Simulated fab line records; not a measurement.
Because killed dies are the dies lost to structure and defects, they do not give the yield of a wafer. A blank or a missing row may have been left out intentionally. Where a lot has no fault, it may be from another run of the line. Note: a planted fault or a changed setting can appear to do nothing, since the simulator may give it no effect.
fab line records || flow gf180mcu
record: {"lots": 6, "wafers": 18, "last-day": 34}
route steps=602 shown HV_LDD@192
lots untouched by any fault: they come from a run of this same line in which no faults occurred
start-h: hours from the record's first day to the start of the lot's first wafer shown || wait-h: hours from the lot's prior step to this one || " unchanged from the row above || L1.1+2: several wafers, shown together as one row || - no value present, or no start provided || * or withheld: withheld || < > ~ a bound
route shown NAME@n: a module of which the file shows steps, and the number in the route of the first || usual: average and standard deviation across the fault-free wafers || same: alike in all rows || chamber/n: place in a boat || sites: each site's reading || _std_site: the standard deviation of these || _edge_site: the outer-site mean with the inner-site mean subtracted || radius-mm: for every site, how far away it sits from the centre of the wafer || mask NAME#n: copy n || behind: tool/chamber where the wafer was last shaped || hold: why the lot went on hold/how many hours it stayed there/how the hold came to an end || device: transistor that didn't switch, given as n, p or np || end of line: the route-end tests of the same wafers || step lacking rows: just its recipe || killed: not the wafer's yield, but the dies lost to structure and defects at the first sort || map: a wafer's dies, marking killed ones x, the rest . and places with no die _
set.NAME: setting as actually run; set.NAME@STEP: the setting as run at that earlier step || model.NAME: the simulator's own value behind a step, which no gauge read
lots at some steps of the route; a table a step, a row a wafer
services: the hour from which a tool's chamber was out of use, counted from the record's first day as start-h (under 0 if before that day), plus the number of hours and why
== steps ==
step: GF_HV_LDD_EXPOSE_16
recipe: {"mask-id": "Pplus_LV_AREA", "target-cd-nm": 400, "na": 0.6, "source-shape": "conventional", "sigma-outer": 0.6, "dose-mj": 140}
step: GF_HV_LDD_PEB_17
recipe: {"temp-c": "withheld", "time-s": "*", "resist": "NOVOLAK"}
step: GF_HV_LDD_DEVELOP_18
recipe: {"develop-time-s": 60, "dev-temp-c": 23}
step: GF_HV_LDD_CD_MEAS_19
recipe: {"target-cd-nm": 400}
usual: {"cd-nm": "400.4/2.1"}
{"lot.wafer": "L240.1", "tool": "cd-sem-01", "chamber": "-", "start-h": 254.16, "wait-h": 0.1, "cd-nm": 401.5}
{"lot.wafer": "L240.5", "tool": "cd-sem-01", "chamber": "-", "start-h": 254.16, "wait-h": 0.1, "cd-nm": 402.3}
{"lot.wafer": "L240.6", "tool": "cd-sem-01", "chamber": "-", "start-h": 254.16, "wait-h": 0.1, "cd-nm": 400.3}
{"lot.wafer": "L244.3", "tool": "cd-sem-01", "chamber": "-", "start-h": 286.65, "wait-h": 0.1, "cd-nm": 400.1}
{"lot.wafer": "L244.4", "tool": "cd-sem-01", "chamber": "-", "start-h": 286.65, "wait-h": 0.1, "cd-nm": 400.9}
{"lot.wafer": "L244.5", "tool": "cd-sem-01", "chamber": "-", "start-h": 286.65, "wait-h": 0.1, "cd-nm": 400.3}
{"lot.wafer": "L249.2", "tool": "cd-sem-01", "chamber": "-", "start-h": 326.48, "wait-h": 0.1, "cd-nm": 397.1}
{"lot.wafer": "L249.3", "tool": "cd-sem-01", "chamber": "-", "start-h": 326.48, "wait-h": 0.1, "cd-nm": 397.2}
{"lot.wafer": "L249.6", "tool": "cd-sem-01", "chamber": "-", "start-h": 326.48, "wait-h": 0.1, "cd-nm": 397.2}
{"lot.wafer": "L250.1", "tool": "cd-sem-01", "chamber": "-", "start-h": 326.58, "wait-h": 0.1, "cd-nm": 403.2}
{"lot.wafer": "L250.2", "tool": "cd-sem-01", "chamber": "-", "start-h": 326.58, "wait-h": 0.1, "cd-nm": 402.6}
{"lot.wafer": "L250.5", "tool": "cd-sem-01", "chamber": "-", "start-h": 326.58, "wait-h": 0.1, "cd-nm": 401.9}
{"lot.wafer": "L254.1", "tool": "cd-sem-02", "chamber": "-", "start-h": 364.41, "wait-h": 0.1, "cd-nm": 399.0}
{"lot.wafer": "L254.3", "tool": "cd-sem-02", "chamber": "-", "start-h": 364.41, "wait-h": 0.1, "cd-nm": 400.8}
{"lot.wafer": "L254.4", "tool": "cd-sem-02", "chamber": "-", "start-h": 364.41, "wait-h": 0.1, "cd-nm": 400.5}
{"lot.wafer": "L260.3", "tool": "cd-sem-02", "chamber": "-", "start-h": 421.20, "wait-h": 0.1, "cd-nm": 400.6}
{"lot.wafer": "L260.4", "tool": "cd-sem-02", "chamber": "-", "start-h": 421.20, "wait-h": 0.1, "cd-nm": 401.8}
{"lot.wafer": "L260.6", "tool": "cd-sem-02", "chamber": "-", "start-h": 421.20, "wait-h": 0.1, "cd-nm": 400.5}
step: GF_HV_LDD_OVL_MEAS_20
usual: {"HV_LDD_01_OVL": "0.5/1.4"}
{"lot.wafer": "L240.1", "tool": "overlay-02", "chamber": "-", "start-h": 254.28, "wait-h": 0.1, "HV_LDD_01_OVL[nm]": -2.9}
{"lot.wafer": "L240.5", "tool": "overlay-02", "chamber": "-", "start-h": 254.28, "wait-h": 0.1, "HV_LDD_01_OVL[nm]": 0.0}
{"lot.wafer": "L240.6", "tool": "overlay-02", "chamber": "-", "start-h": 254.28, "wait-h": 0.1, "HV_LDD_01_OVL[nm]": 1.2}
{"lot.wafer": "L244.3", "tool": "overlay-01", "chamber": "-", "start-h": 286.74, "wait-h": 0.1, "HV_LDD_01_OVL[nm]": 2.9}
{"lot.wafer": "L244.4", "tool": "overlay-01", "chamber": "-", "start-h": 286.74, "wait-h": 0.1, "HV_LDD_01_OVL[nm]": 2.3}
{"lot.wafer": "L244.5", "tool": "overlay-01", "chamber": "-", "start-h": 286.74, "wait-h": 0.1, "HV_LDD_01_OVL[nm]": 1.0}
{"lot.wafer": "L249.2", "tool": "overlay-02", "chamber": "-", "start-h": 326.58, "wait-h": 0.1, "HV_LDD_01_OVL[nm]": 0.8}
{"lot.wafer": "L249.3", "tool": "overlay-02", "chamber": "-", "start-h": 326.58, "wait-h": 0.1, "HV_LDD_01_OVL[nm]": 3.7}
{"lot.wafer": "L249.6", "tool": "overlay-02", "chamber": "-", "start-h": 326.58, "wait-h": 0.1, "HV_LDD_01_OVL[nm]": 0.3}
{"lot.wafer": "L250.1", "tool": "overlay-02", "chamber": "-", "start-h": 326.70, "wait-h": 0.1, "HV_LDD_01_OVL[nm]": 0.3}
{"lot.wafer": "L250.2", "tool": "overlay-02", "chamber": "-", "start-h": 326.70, "wait-h": 0.1, "HV_LDD_01_OVL[nm]": -1.7}
{"lot.wafer": "L250.5", "tool": "overlay-02", "chamber": "-", "start-h": 326.70, "wait-h": 0.1, "HV_LDD_01_OVL[nm]": 0.3}
{"lot.wafer": "L254.1", "tool": "overlay-02", "chamber": "-", "start-h": 364.53, "wait-h": 0.1, "HV_LDD_01_OVL[nm]": -1.0}
{"lot.wafer": "L254.3", "tool": "overlay-02", "chamber": "-", "start-h": 364.53, "wait-h": 0.1, "HV_LDD_01_OVL[nm]": -0.9}
{"lot.wafer": "L254.4", "tool": "overlay-02", "chamber": "-", "start-h": 364.53, "wait-h": 0.1, "HV_LDD_01_OVL[nm]": -0.9}
{"lot.wafer": "L260.3", "tool": "overlay-01", "chamber": "-", "start-h": 421.29, "wait-h": 0.1, "HV_LDD_01_OVL[nm]": -0.1}
{"lot.wafer": "L260.4", "tool": "overlay-01", "chamber": "-", "start-h": 421.29, "wait-h": 0.1, "HV_LDD_01_OVL[nm]": 0.5}
{"lot.wafer": "L260.6", "tool": "overlay-01", "chamber": "-", "start-h": 421.29, "wait-h": 0.1, "HV_LDD_01_OVL[nm]": -0.3}
step: GF_HV_LDD_IMPLANT_21
recipe: {"species": "BF2", "energy-kev": 25, "dose-cm2": 5e+13, "tilt-deg": 7}
step: GF_HV_LDD_STRIP_22
recipe: {"chemistry": "O2/N2", "power-w": 1400, "pressure-mtorr": 1500, "platen-temp-c": 250, "o2-flow-sccm": 3000, "n2-flow-sccm": 300, "overash-fraction": 0.5}
usual: {"drypump-motor-current-A": "5.8/0.3", "heater-power-w": "319/23", "oes-product-au": "0.716/0.0045", "platen-temp-c": "250.03/0.17", "strip-time-to-endpoint-s": "12.63/0.041"}
{"lot.wafer": "L240.1", "tool": "plasma-asher-03", "chamber": 0, "start-h": 254.47, "wait-h": 0.1, "drypump-motor-current-A": 5.5, "heater-power-w": 308, "oes-product-au": 0.714, "platen-temp-c": 250.11, "rf-hours-counter-h": 60, "strip-time-to-endpoint-s": 12.63}
{"lot.wafer": "L240.5", "tool": "plasma-asher-03", "chamber": 0, "start-h": 254.47, "wait-h": 0.1, "drypump-motor-current-A": 5.5, "heater-power-w": 305, "oes-product-au": 0.712, "platen-temp-c": 250.00, "rf-hours-counter-h": "-", "strip-time-to-endpoint-s": 12.63}
{"lot.wafer": "L240.6", "tool": "plasma-asher-03", "chamber": 1, "start-h": 254.47, "wait-h": 0.1, "drypump-motor-current-A": 5.7, "heater-power-w": 325, "oes-product-au": 0.715, "platen-temp-c": 250.19, "rf-hours-counter-h": "-", "strip-time-to-endpoint-s": 12.62}
{"lot.wafer": "L244.3", "tool": "plasma-asher-04", "chamber": 1, "start-h": 286.95, "wait-h": 0.1, "drypump-motor-current-A": 6.5, "heater-power-w": 342, "oes-product-au": 0.710, "platen-temp-c": 250.28, "rf-hours-counter-h": "-", "strip-time-to-endpoint-s": 12.68}
{"lot.wafer": "L244.4", "tool": "plasma-asher-04", "chamber": 0, "start-h": 286.95, "wait-h": 0.1, "drypump-motor-current-A": 5.7, "heater-power-w": 327, "oes-product-au": 0.716, "platen-temp-c": 249.93, "rf-hours-counter-h": "-", "strip-time-to-endpoint-s": 12.71}
{"lot.wafer": "L244.5", "tool": "plasma-asher-04", "chamber": 0, "start-h": 286.95, "wait-h": 0.1, "drypump-motor-current-A": 5.7, "heater-power-w": 327, "oes-product-au": 0.715, "platen-temp-c": 249.94, "rf-hours-counter-h": "-", "strip-time-to-endpoint-s": 12.68}
{"lot.wafer": "L249.2", "tool": "plasma-asher-04", "chamber": 1, "start-h": 326.76, "wait-h": 0.1, "drypump-motor-current-A": 6.4, "heater-power-w": 353, "oes-product-au": 0.716, "platen-temp-c": 250.01, "rf-hours-counter-h": 64, "strip-time-to-endpoint-s": 12.70}
{"lot.wafer": "L249.3", "tool": "plasma-asher-04", "chamber": 1, "start-h": 326.76, "wait-h": 0.1, "drypump-motor-current-A": 6.4, "heater-power-w": 343, "oes-product-au": 0.714, "platen-temp-c": 249.76, "rf-hours-counter-h": "-", "strip-time-to-endpoint-s": 12.66}
{"lot.wafer": "L249.6", "tool": "plasma-asher-04", "chamber": 0, "start-h": 326.76, "wait-h": 0.1, "drypump-motor-current-A": 5.7, "heater-power-w": 323, "oes-product-au": 0.715, "platen-temp-c": 250.21, "rf-hours-counter-h": "-", "strip-time-to-endpoint-s": 12.68}
{"lot.wafer": "L250.1", "tool": "plasma-asher-02", "chamber": 0, "start-h": 326.88, "wait-h": 0.1, "drypump-motor-current-A": 5.5, "heater-power-w": 268, "oes-product-au": 0.723, "platen-temp-c": 249.91, "rf-hours-counter-h": 22, "strip-time-to-endpoint-s": 12.63}
{"lot.wafer": "L250.2", "tool": "plasma-asher-02", "chamber": 1, "start-h": 326.88, "wait-h": 0.1, "drypump-motor-current-A": 5.7, "heater-power-w": 334, "oes-product-au": 0.719, "platen-temp-c": 249.77, "rf-hours-counter-h": 22, "strip-time-to-endpoint-s": 12.64}
{"lot.wafer": "L250.5", "tool": "plasma-asher-02", "chamber": 0, "start-h": 326.88, "wait-h": 0.1, "drypump-motor-current-A": 5.6, "heater-power-w": 275, "oes-product-au": 0.715, "platen-temp-c": 250.23, "rf-hours-counter-h": "-", "strip-time-to-endpoint-s": 12.61}
{"lot.wafer": "L254.1", "tool": "plasma-asher-02", "chamber": 0, "start-h": 364.71, "wait-h": 0.1, "drypump-motor-current-A": 5.5, "heater-power-w": 277, "oes-product-au": 0.717, "platen-temp-c": 250.08, "rf-hours-counter-h": 26, "strip-time-to-endpoint-s": 12.67}
{"lot.wafer": "L254.3", "tool": "plasma-asher-02", "chamber": 0, "start-h": 364.71, "wait-h": 0.1, "drypump-motor-current-A": 5.6, "heater-power-w": 272, "oes-product-au": 0.709, "platen-temp-c": 250.20, "rf-hours-counter-h": "-", "strip-time-to-endpoint-s": 12.64}
{"lot.wafer": "L254.4", "tool": "plasma-asher-02", "chamber": 1, "start-h": 364.71, "wait-h": 0.1, "drypump-motor-current-A": 5.7, "heater-power-w": 336, "oes-product-au": 0.721, "platen-temp-c": 250.06, "rf-hours-counter-h": "-", "strip-time-to-endpoint-s": 12.66}
{"lot.wafer": "L260.3", "tool": "plasma-asher-02", "chamber": 1, "start-h": 421.50, "wait-h": 0.1, "drypump-motor-current-A": 5.7, "heater-power-w": 344, "oes-product-au": 0.716, "platen-temp-c": 249.93, "rf-hours-counter-h": "-", "strip-time-to-endpoint-s": 12.53}
{"lot.wafer": "L260.4", "tool": "plasma-asher-02", "chamber": 0, "start-h": 421.50, "wait-h": 0.1, "drypump-motor-current-A": 5.6, "heater-power-w": 273, "oes-product-au": 0.713, "platen-temp-c": 249.91, "rf-hours-counter-h": "-", "strip-time-to-endpoint-s": 12.54}
{"lot.wafer": "L260.6", "tool": "plasma-asher-02", "chamber": 0, "start-h": 421.50, "wait-h": 0.1, "drypump-motor-current-A": 5.5, "heater-power-w": 271, "oes-product-au": 0.721, "platen-temp-c": 250.01, "rf-hours-counter-h": "-", "strip-time-to-endpoint-s": 12.55}
step: GF_HV_LDD_TW_MEAS_23
usual: {"HV_LDD_2_TW": "1055/12"}
{"lot.wafer": "L240.1", "tool": "film-metro-02", "chamber": "-", "start-h": 254.57, "wait-h": 0.1, "HV_LDD_2_TW": 1042}
{"lot.wafer": "L240.5", "tool": "film-metro-02", "chamber": "-", "start-h": 254.57, "wait-h": 0.1, "HV_LDD_2_TW": 1041}
{"lot.wafer": "L240.6", "tool": "film-metro-02", "chamber": "-", "start-h": 254.57, "wait-h": 0.1, "HV_LDD_2_TW": 1043}
{"lot.wafer": "L244.3", "tool": "film-metro-02", "chamber": "-", "start-h": 287.03, "wait-h": 0.1, "HV_LDD_2_TW": 1047}
{"lot.wafer": "L244.4", "tool": "film-metro-02", "chamber": "-", "start-h": 287.03, "wait-h": 0.1, "HV_LDD_2_TW": 1050}
{"lot.wafer": "L244.5", "tool": "film-metro-02", "chamber": "-", "start-h": 287.03, "wait-h": 0.1, "HV_LDD_2_TW": 1047}
{"lot.wafer": "L249.2", "tool": "film-metro-01", "chamber": "-", "start-h": 326.87, "wait-h": 0.1, "HV_LDD_2_TW": 1047}
{"lot.wafer": "L249.3", "tool": "film-metro-01", "chamber": "-", "start-h": 326.87, "wait-h": 0.1, "HV_LDD_2_TW": 1051}
{"lot.wafer": "L249.6", "tool": "film-metro-01", "chamber": "-", "start-h": 326.87, "wait-h": 0.1, "HV_LDD_2_TW": 1048}
{"lot.wafer": "L250.1", "tool": "film-metro-02", "chamber": "-", "start-h": 326.98, "wait-h": 0.1, "HV_LDD_2_TW": 1044}
{"lot.wafer": "L250.2", "tool": "film-metro-02", "chamber": "-", "start-h": 326.98, "wait-h": 0.1, "HV_LDD_2_TW": 1044}
{"lot.wafer": "L250.5", "tool": "film-metro-02", "chamber": "-", "start-h": 326.98, "wait-h": 0.1, "HV_LDD_2_TW": 1051}
{"lot.wafer": "L254.1", "tool": "film-metro-02", "chamber": "-", "start-h": 364.81, "wait-h": 0.1, "HV_LDD_2_TW": 1040}
{"lot.wafer": "L254.3", "tool": "film-metro-02", "chamber": "-", "start-h": 364.81, "wait-h": 0.1, "HV_LDD_2_TW": 1044}
{"lot.wafer": "L254.4", "tool": "film-metro-02", "chamber": "-", "start-h": 364.81, "wait-h": 0.1, "HV_LDD_2_TW": 1043}
{"lot.wafer": "L260.3", "tool": "film-metro-01", "chamber": "-", "start-h": 421.58, "wait-h": 0.1, "HV_LDD_2_TW": 1050}
{"lot.wafer": "L260.4", "tool": "film-metro-01", "chamber": "-", "start-h": 421.58, "wait-h": 0.1, "HV_LDD_2_TW": 1051}
{"lot.wafer": "L260.6", "tool": "film-metro-01", "chamber": "-", "start-h": 421.58, "wait-h": 0.1, "HV_LDD_2_TW": 1052}
step: GF_HV_LDD_DEHYDRATE_24
recipe: {"temp-c": 200, "time-s": 60}
step: GF_HV_LDD_HMDS_25
recipe: {"prime-time-s": 60, "prime-temp-c": 120}
step: GF_HV_LDD_COAT_26
recipe: {"resist": "NOVOLAK", "spin-rpm": 3000, "resist-thk-nm": 1000}
step: GF_HV_LDD_SOFTBAKE_27
recipe: {"temp-c": 90, "time-s": 60, "resist": "NOVOLAK"}
step: GF_HV_LDD_EXPOSE_28
recipe: {"mask-id": "Nplus_HV_AREA", "target-cd-nm": 400, "na": 0.6, "source-shape": "conventional", "sigma-outer": 0.6, "dose-mj": 140}
usual: {"exposure-dose-mJ-cm2": "139.98/0.13", "focus-offset-nm": "-0.1/0.51", "na": "0.6/0"}
{"lot.wafer": "L240.1", "tool": "iline-stepper-02", "chamber": 0, "start-h": 264.20, "wait-h": "-", "mask": "Nplus_HV_AREA#0", "exposure-dose-mJ-cm2": 140.00, "focus-offset-nm": 0.0, "na": 0.6, "model.HV_LDD.overlay-x-nm": -0.02667}
{"lot.wafer": "L240.5", "tool": "iline-stepper-02", "chamber": 0, "start-h": 264.20, "wait-h": "-", "mask": "Nplus_HV_AREA#0", "exposure-dose-mJ-cm2": 140.02, "focus-offset-nm": -0.1, "na": 0.6, "model.HV_LDD.overlay-x-nm": -0.02667}
{"lot.wafer": "L240.6", "tool": "iline-stepper-02", "chamber": 0, "start-h": 264.20, "wait-h": "-", "mask": "Nplus_HV_AREA#0", "exposure-dose-mJ-cm2": 140.07, "focus-offset-nm": -0.3, "na": 0.6, "model.HV_LDD.overlay-x-nm": -0.02667}
{"lot.wafer": "L244.3", "tool": "iline-stepper-02", "chamber": 0, "start-h": 296.95, "wait-h": "-", "mask": "Nplus_HV_AREA#0", "exposure-dose-mJ-cm2": 140.05, "focus-offset-nm": -1.0, "na": 0.6, "model.HV_LDD.overlay-x-nm": 0.7688}
{"lot.wafer": "L244.4", "tool": "iline-stepper-02", "chamber": 0, "start-h": 296.95, "wait-h": "-", "mask": "Nplus_HV_AREA#0", "exposure-dose-mJ-cm2": 139.97, "focus-offset-nm": -0.6, "na": 0.6, "model.HV_LDD.overlay-x-nm": 0.7688}
{"lot.wafer": "L244.5", "tool": "iline-stepper-02", "chamber": 0, "start-h": 296.95, "wait-h": "-", "mask": "Nplus_HV_AREA#0", "exposure-dose-mJ-cm2": 139.97, "focus-offset-nm": 0.0, "na": 0.6, "model.HV_LDD.overlay-x-nm": 0.7688}
{"lot.wafer": "L249.2", "tool": "iline-stepper-01", "chamber": "-", "start-h": 337.94, "wait-h": "-", "mask": "Nplus_HV_AREA#0", "exposure-dose-mJ-cm2": "-", "focus-offset-nm": "-", "na": "-", "model.HV_LDD.overlay-x-nm": 0.8382}
{"lot.wafer": "L249.3", "tool": "iline-stepper-01", "chamber": "-", "start-h": 337.94, "wait-h": "-", "mask": "Nplus_HV_AREA#0", "exposure-dose-mJ-cm2": "-", "focus-offset-nm": "-", "na": "-", "model.HV_LDD.overlay-x-nm": 0.8382}
{"lot.wafer": "L249.6", "tool": "iline-stepper-01", "chamber": "-", "start-h": 337.94, "wait-h": "-", "mask": "Nplus_HV_AREA#0", "exposure-dose-mJ-cm2": "-", "focus-offset-nm": "-", "na": "-", "model.HV_LDD.overlay-x-nm": 0.8382}
{"lot.wafer": "L250.1", "tool": "iline-stepper-02", "chamber": "-", "start-h": 338.20, "wait-h": "-", "mask": "Nplus_HV_AREA#0", "exposure-dose-mJ-cm2": "-", "focus-offset-nm": "-", "na": "-", "model.HV_LDD.overlay-x-nm": -0.1229}
{"lot.wafer": "L250.2", "tool": "iline-stepper-02", "chamber": "-", "start-h": 338.20, "wait-h": "-", "mask": "Nplus_HV_AREA#0", "exposure-dose-mJ-cm2": "-", "focus-offset-nm": "-", "na": "-", "model.HV_LDD.overlay-x-nm": -0.1229}
{"lot.wafer": "L250.5", "tool": "iline-stepper-02", "chamber": "-", "start-h": 338.20, "wait-h": "-", "mask": "Nplus_HV_AREA#0", "exposure-dose-mJ-cm2": "-", "focus-offset-nm": "-", "na": "-", "model.HV_LDD.overlay-x-nm": -0.1229}
{"lot.wafer": "L254.1", "tool": "iline-stepper-01", "chamber": 0, "start-h": 376.28, "wait-h": "-", "mask": "Nplus_HV_AREA#0", "exposure-dose-mJ-cm2": 139.92, "focus-offset-nm": 0.2, "na": 0.6, "model.HV_LDD.overlay-x-nm": 0.609}
{"lot.wafer": "L254.3", "tool": "iline-stepper-01", "chamber": 0, "start-h": 376.28, "wait-h": "-", "mask": "Nplus_HV_AREA#0", "exposure-dose-mJ-cm2": 139.94, "focus-offset-nm": -0.6, "na": 0.6, "model.HV_LDD.overlay-x-nm": 0.609}
{"lot.wafer": "L254.4", "tool": "iline-stepper-01", "chamber": 0, "start-h": 376.28, "wait-h": "-", "mask": "Nplus_HV_AREA#0", "exposure-dose-mJ-cm2": 140.18, "focus-offset-nm": -0.5, "na": 0.6, "model.HV_LDD.overlay-x-nm": 0.609}
{"lot.wafer": "L260.3", "tool": "iline-stepper-01", "chamber": 0, "start-h": 434.27, "wait-h": "-", "mask": "Nplus_HV_AREA#0", "exposure-dose-mJ-cm2": 139.98, "focus-offset-nm": -0.1, "na": 0.6, "model.HV_LDD.overlay-x-nm": 0.05561}
{"lot.wafer": "L260.4", "tool": "iline-stepper-01", "chamber": 0, "start-h": 434.27, "wait-h": "-", "mask": "Nplus_HV_AREA#0", "exposure-dose-mJ-cm2": 140.14, "focus-offset-nm": -0.1, "na": 0.6, "model.HV_LDD.overlay-x-nm": 0.05561}
{"lot.wafer": "L260.6", "tool": "iline-stepper-01", "chamber": 0, "start-h": 434.27, "wait-h": "-", "mask": "Nplus_HV_AREA#0", "exposure-dose-mJ-cm2": 140.16, "focus-offset-nm": -0.1, "na": 0.6, "model.HV_LDD.overlay-x-nm": 0.05561}
step: GF_HV_LDD_PEB_29
recipe: {"temp-c": "withheld", "time-s": "*", "resist": "NOVOLAK"}
== services ==
{"tool": "plasma-asher-02", "chamber": "-", "start-h": 287.11, "hours": 15.6, "kind": "pm"}
{"tool": "iline-stepper-01", "chamber": "-", "start-h": 306.11, "hours": 8.9, "kind": "pm"}
{"tool": "iline-stepper-02", "chamber": "-", "start-h": 326.40, "hours": 1.7, "kind": "pm"}
{"tool": "iline-stepper-01", "chamber": "-", "start-h": 339.08, "hours": 7.2, "kind": "repair"}
{"tool": "iline-stepper-02", "chamber": 0, "start-h": 352.76, "hours": "-", "kind": "calibration"}
{"tool": "plasma-asher-03", "chamber": "-", "start-h": 353.64, "hours": 2.8, "kind": "pm"}
{"tool": "iline-stepper-01", "chamber": 0, "start-h": 362.62, "hours": "-", "kind": "calibration"}
{"tool": "plasma-asher-04", "chamber": "-", "start-h": 398.36, "hours": 15.6, "kind": "pm"}
{"tool": "iline-stepper-02", "chamber": "-", "start-h": 402.95, "hours": 7.0, "kind": "repair"}
{"tool": "iline-stepper-01", "chamber": "-", "start-h": 409.97, "hours": 1.7, "kind": "pm"}
{"tool": "plasma-asher-04", "chamber": "-", "start-h": 415.72, "hours": 1.8, "kind": "repair"}
{"tool": "plasma-asher-04", "chamber": "-", "start-h": 421.25, "hours": 9.0, "kind": "pm"}
{"tool": "plasma-asher-04", "chamber": 0, "start-h": 421.25, "hours": 9.0, "kind": "vent-cycle"}
{"tool": "plasma-asher-04", "chamber": 1, "start-h": 421.25, "hours": 9.0, "kind": "vent-cycle"}
{"tool": "plasma-asher-04", "chamber": 0, "start-h": 430.25, "hours": "-", "kind": "clean"}
{"tool": "plasma-asher-04", "chamber": 1, "start-h": 430.25, "hours": "-", "kind": "clean"}
== key ==
first-sign: {"step": "GF_HV_LDD_EXPOSE_28", "reading": "tool-record", "direction": "missing"}
effect none on later readings
model-effect: {"step": "GF_HV_LDD_EXPOSE_28", "value": "HV_LDD.overlay-x-nm", "without": 0.02469, "struck": 0.3576}
met-at GF_HV_LDD_EXPOSE_28
struck-wafers L249.2,L249.3,L249.6,L250.1,L250.2,L250.5
later-rows-left-out L249.2,L249.3,L249.6,L250.1,L250.2,L250.5
sort-left-out L249.2,L249.3,L249.6,L250.1,L250.2,L250.5
tester-left-out L249,L250
onset-between 296.95 337.94
fault: {"kind": "skipped-step-whole", "tool": "iline-stepper-01,iline-stepper-02", "chamber": "-", "onset-h": 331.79, "steps": "GF_HV_LDD_EXPOSE_28", "scope": "struck-lots-only"}
tester-left-out: of these lots the tester's yield and bins aren't shown, on N5 and GAA mostly nor the transistor test; their killed dies are dies lost to structure and defects alone, not to doping, threshold or leakage, so they don't give the yield
sort-left-out: the simulated sort isn't trusted on such a fault, so these wafers' sort isn't shown, and their yield isn't known
later-rows-left-out: the simulator's readings of these wafers behind a module that went badly wrong aren't trusted and aren't shown, but for the sort
